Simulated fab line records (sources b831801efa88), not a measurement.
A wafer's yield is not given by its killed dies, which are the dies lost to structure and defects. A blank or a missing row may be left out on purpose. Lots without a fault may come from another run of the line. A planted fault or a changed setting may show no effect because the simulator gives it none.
Which tool did it? :: flow sfq_line :: 21 wafers from 7 lots sampled at 4 of the route's 325 steps

## WHAT THE GAUGES SHOWED, per wafer
SFQ_M6_OVL_MEAS_940.
lot: L191
measured: day 63 16:35
on: overlay-02
M6_OVL (nm): -1 -2 3

lot: L193
measured: day 63 22:34
on: overlay-02
M6_OVL (nm): 1 9 10

lot: L195
measured: day 64 13:43
on: overlay-02
M6_OVL (nm): 2 8 3

lot: L202
measured: day 73 11:28
on: overlay-01
M6_OVL (nm): 3 7 11

lot: L204
measured: day 73 22:16
on: overlay-01
M6_OVL (nm): -9 -5 0

lot: L206
measured: day 74 16:08
on: overlay-02
M6_OVL (nm): 1 -3 -3

lot: L210
measured: day 75 16:14
on: overlay-02
M6_OVL (nm): -2 -3 0

## WHAT TOOL EACH LOT RAN ON (gives the tool, then ch and the chambers of the sampled wafers, and finally the start)
lot: L191
SFQ_TRILAYER_I1_VIA_STRIP_STRIP_053: rie_metal-04 ch 0,1, day 21 01:04
SFQ_TRILAYER_M3_LITHO_COAT_080: litho_track-01 ch 0, day 22 09:04
SFQ_TRILAYER_M3_BARC_OPEN_METAL_ETCH_100: rie_metal-01 ch 0,1, day 28 17:43

lot: L193
SFQ_TRILAYER_I1_VIA_STRIP_STRIP_053: rie_metal-04 ch 0,1, day 21 15:28
SFQ_TRILAYER_M3_LITHO_COAT_080: litho_track-04 ch 0, day 22 15:04
SFQ_TRILAYER_M3_BARC_OPEN_METAL_ETCH_100: rie_metal-02 ch 0,1, day 29 00:55

lot: L195
SFQ_TRILAYER_I1_VIA_STRIP_STRIP_053: rie_metal-04 ch 0,1, day 23 23:23
SFQ_TRILAYER_M3_LITHO_COAT_080: litho_track-01 ch 0, day 24 16:02
SFQ_TRILAYER_M3_BARC_OPEN_METAL_ETCH_100: rie_metal-01 ch 0,1, day 30 23:16

lot: L202
SFQ_TRILAYER_I1_VIA_STRIP_STRIP_053: rie_metal-04 ch 0,1, day 27 22:32
SFQ_TRILAYER_M3_LITHO_COAT_080: litho_track-01 ch 0, day 29 02:11
SFQ_TRILAYER_M3_BARC_OPEN_METAL_ETCH_100: rie_metal-02 ch 0,1, day 35 02:49

lot: L204
SFQ_TRILAYER_I1_VIA_STRIP_STRIP_053: rie_metal-02 ch 0,1, day 28 16:40
SFQ_TRILAYER_M3_LITHO_COAT_080: litho_track-04 ch 0, day 29 14:01
SFQ_TRILAYER_M3_BARC_OPEN_METAL_ETCH_100: rie_metal-01 ch 0,1, day 35 18:25

lot: L206
SFQ_TRILAYER_I1_VIA_STRIP_STRIP_053: rie_metal-04 ch 0,1, day 29 11:25
SFQ_TRILAYER_M3_LITHO_COAT_080: litho_track-03 ch 0, day 30 04:28
SFQ_TRILAYER_M3_BARC_OPEN_METAL_ETCH_100: rie_metal-02 ch 0,1, day 36 10:16

lot: L210
SFQ_TRILAYER_I1_VIA_STRIP_STRIP_053: rie_metal-01 ch 0,1, day 30 15:01
SFQ_TRILAYER_M3_LITHO_COAT_080: litho_track-03 ch 0, day 31 16:29
SFQ_TRILAYER_M3_BARC_OPEN_METAL_ETCH_100: rie_metal-03 ch 0,1, day 37 16:16
- SFQ_TRILAYER_I1_VIA_STRIP_STRIP_053: strips in O2.
- SFQ_TRILAYER_M3_LITHO_COAT_080: resist thk 62 nm.
- SFQ_TRILAYER_M3_BARC_OPEN_METAL_ETCH_100: etches BARC in O2, target depth 125 nm, time 41.7 s.

## THE ANSWER, worked out from the rows above alone
Rule: the usual values come from the lots themselves. Put in order of their means at a reading, lots are off if they are a third of the lots or fewer, leave a main group of 4 or more, and stand apart from it by a gap of 3 or more times the standard deviation of the main group's means; of several such gaps the widest counts. A main group whose means are all the same, to the digits that the tables above print for the reading, isn't used. A lot without any number at a reading at which 4 lots or more have one is off too. The other lots that the step has rows for count as sound.
No lot is off on any of the readings shown, so nothing can be concluded from this.

## WHAT THE SIMULATOR PUT IN
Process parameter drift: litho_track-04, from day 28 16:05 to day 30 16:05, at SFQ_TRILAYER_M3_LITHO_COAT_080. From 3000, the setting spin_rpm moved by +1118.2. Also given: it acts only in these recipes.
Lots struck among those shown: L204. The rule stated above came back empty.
